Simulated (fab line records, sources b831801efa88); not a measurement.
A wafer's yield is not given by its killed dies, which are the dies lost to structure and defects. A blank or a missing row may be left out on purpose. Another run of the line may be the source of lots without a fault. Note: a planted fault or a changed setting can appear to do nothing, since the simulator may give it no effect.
8D (eight disciplines) problem report, filled in by code ; flow gf180mcu ; the parts of the form that need people (team, actions taken, sign-off) are left out

## 1. THE ISSUE
VT_IMPLANT_02_OVL at GF_VT_IMPLANT_OVL_MEAS_29 reads a mean of 183.8 nm on 6 wafers of 2 lots; wafers without a fault read -0.5 nm with a standard deviation of 1.4. That is +99 or more standard deviations from the usual mean.
First seen on wafer L964.3, day 10 05:28, on overlay-02. The record holds 36 wafers of 12 lots with a number at this step. Rule for "out" (also "out of limits"): further than 4 standard deviations from the usual mean. The other wafers with a number count as sound.

## 2. WHAT IT IS; WHAT IT IS NOT
question;is;is not
which readings at this step;VT_IMPLANT_02_OVL;-
which lots;L964, L965;L954, L955, L956, L957, L958, L959, L966, L969, L974, L975
which wafers of those lots;all that have a number;-
read on which gauges;overlay-02;overlay-01
when;from day 10 05:28;"up to then (18 sound wafers); but 12 sound wafers of L966, L969, L974, L975 came after"

## 3. SUSPECTS, AND WHAT RULES EACH OUT
Counting: a tool at any process step up to the reading remains a suspect when it ran all the lots that are out and ran no sound lot after the first of those.
- the gauge at GF_VT_IMPLANT_OVL_MEAS_29: kept. All the wafers that are out were read on overlay-02, and no step on other tools shows them out.
- iline-stepper-01 at GF_VT_IMPLANT_EXPOSE_26 (exposes mask LVPWELL HV AREA, target cd 860 nm): kept. It ran every lot that is out, first L964 (day 9 20:50), and no sound lot after that; its last sound lot up to then is L958 (day 7 11:15).
Remaining after the count are iline-stepper-01 at GF_VT_IMPLANT_EXPOSE_26 and overlay-02 at GF_VT_IMPLANT_OVL_MEAS_29.

## 4. THE CAUSE (what the simulator had put in)
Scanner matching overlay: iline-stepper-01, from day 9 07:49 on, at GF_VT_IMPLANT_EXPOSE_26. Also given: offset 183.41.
Counting left 2 suspects, and this tool is among them.

## 5. THE EFFECT CHAIN, in route order
Each row: a reading whose mean over the struck wafers that have a number lies more than 3 standard deviations from the usual. Only readings whose record carries a usual standard deviation are examined. hours: median over the lots of the time between each lot's start at the first step of this table that gives one and its start at this step. sigmas: the change, counted in usual standard deviations.
hours;step;reading;usual;on struck wafers;change;sigmas
0;GF_VT_IMPLANT_OVL_MEAS_29;VT_IMPLANT_02_OVL;-0.5 nm;183.8;+184.3;+99 or more
Later measuring or inspecting steps at which every struck wafer that the step has a row for has a number for every such reading, and none has moved that far: GF_DUAL_GATE_THK_MEAS_03.

## 6. HOW IT WOULD HAVE BEEN CAUGHT EARLIER
Counted from the fault's start at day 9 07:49, it took 22 hours until the first out-of-limits reading at a measuring or inspecting step in this record, taken at day 10 05:28.
Each of the lots that are out, 2 in all, had begun GF_VT_IMPLANT_EXPOSE_26 on iline-stepper-01 no later than day 10 05:28. Tool hold at that time: it would have spared none of them.
